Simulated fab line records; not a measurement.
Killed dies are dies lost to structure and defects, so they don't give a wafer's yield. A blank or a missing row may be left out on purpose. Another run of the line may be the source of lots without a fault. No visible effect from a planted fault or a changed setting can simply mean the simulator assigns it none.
A lot that was struck, set against a sound lot | flow sky130 | 18 out of 708 route steps
Sound: these wafers, L936.3, L936.5, L936.6. Struck: wafer L943.1 (left out: L943.2, L943.5 of the same lot, which were not struck); the cause appears at the end.
Per side, at each step with rows, come the tool, then ch with its chambers, and then its first start. Under that, the readings that differ: sound wafers | struck wafers | difference of the means | sigmas: that difference in standard deviations of wafers without a fault.
alike: same words and numbers on both sides, and readings whose means sit less than 2 such deviations apart. not compared: any withheld reading, any reading some wafer has no value for, any bound like >300 that may hide the same value, and any number with overlapping values for which the record gives no deviation.
Wherever a step has rows on one side only, a row that says differs or no value, or a row with sigmas, the two part there. Non-overlapping numbers with no deviation appear without sigmas and do not part them. A reading missing from all wafers of one side parts the sides only when that side holds two or more wafers.

first, 5 steps without rows for these wafers: SKY_VIA4_COAT_06 (resist thk 1140 nm); SKY_VIA4_SOFTBAKE_07 (time 60 s); SKY_VIA4_EXPOSE_08 (exposes mask VIM4, target cd 800 nm); SKY_VIA4_PEB_09; SKY_VIA4_DEVELOP_10 (develop time 60 s).
SKY_VIA4_OVL_MEAS_11:
  sound on overlay-01, day 43 10:54; struck on overlay-02, day 45 16:29
  alike: VIA4_OVL
SKY_VIA4_ETCH_12: etches SiO2 in C4F8/O2/Ar, stops on TiN, target depth 580 nm.
  sound on rieDiel-02 ch 0,1,2, day 43 10:55; struck on rieDiel-02 ch 3, day 45 16:31
  alike: oesProductAu, rfFwdPowerW
SKY_VIA4_STRIP_13: strips in O2/N2.
  sound on plasmaAsher-03 ch 0,1, day 43 11:02; struck on plasmaAsher-03 ch 0, day 45 16:36
reading             | sound | struck | difference                   | sigmas
rfHoursCounterH (h) | - - - | 1      | no value on the sound wafers | 
  alike: drypumpMotorCurrentA, oesProductAu, stripTimeToEndpointS
then, 3 steps without rows for these wafers: SKY_VIA4_STRIP_14 (strips in post etch residue remover, time 1200 s); SKY_VIA4_CLEAN_15 (cleans in IPA, time 180 s); SKY_VIA4_CLEAN_16 (cleans in O3/DIW).
SKY_VIA4_SPUTTER_17: material TiN, target thk 20 nm, time 80 s.
  sound on pvdSputter-01, day 43 11:35; struck on pvdSputter-01, day 45 18:09
  alike: throttleValvePct
SKY_VIA4_CVD_18: deposits W, target thk 505 nm, time 152.14 s.
  sound on cvdW-02 ch 0,1, day 43 11:42; struck on cvdW-02 ch 0, day 45 18:13
reading                           | sound           | struck | difference | sigmas
model.W_of_VIA4_CVD_18.thkNm (nm) | 494.3 516 496.5 | 780.7  | +278.4     | 
  alike: heaterPowerW
SKY_VIA4_RS_MEAS_19: measurement is done with a four-point probe.
  sound on filmMetro-03, day 43 11:50; struck on filmMetro-04, day 45 18:22
reading            | sound             | struck | difference | sigmas
VIA4_W_RS (ohm/sq) | 0.231 0.222 0.230 | 0.146  | -0.082     | -22
SKY_VIA4_THK_MEAS_20: measures by xrf.
  sound on filmMetro-03, day 43 11:56; struck on filmMetro-04, day 45 18:29
reading         | sound       | struck | difference | sigmas
VIA4_W_THK (nm) | 484 505 486 | 790    | +298       | +34
SKY_VIA4_CMP_21: polishes, stops on SiO2, t overpolish 25 s, target thk 0 nm.
  sound on cmp-01 ch 2,3, day 43 12:02; struck on cmp-02 ch 1, day 45 18:38
reading             | sound         | struck | difference | sigmas
motorCurrentA (A)   | 10.1 9.9 10.3 | 12.7   | +2.6       | +3
timeToEndpointS (s) | 117 119 115   | 190    | +73        | +16
  alike: edgeZonePressureFrac, platenRpm
SKY_METAL5_SPUTTER_00: material Ti, target thk 15 nm, time 10 s.
  sound on pvdSputter-04, day 43 12:17; struck on pvdSputter-04, day 45 18:50
  alike: throttleValvePct
after that, 1 step had no rows for these wafers: SKY_PAD_OPEN_PROBE_99.

== WHERE THEY PART ==
Earliest at SKY_VIA4_STRIP_13; latest, in this record, at SKY_VIA4_CMP_21. Later steps at which nothing parts them and some readings are alike: SKY_METAL5_SPUTTER_00.

WHY: the cause the simulator had injected
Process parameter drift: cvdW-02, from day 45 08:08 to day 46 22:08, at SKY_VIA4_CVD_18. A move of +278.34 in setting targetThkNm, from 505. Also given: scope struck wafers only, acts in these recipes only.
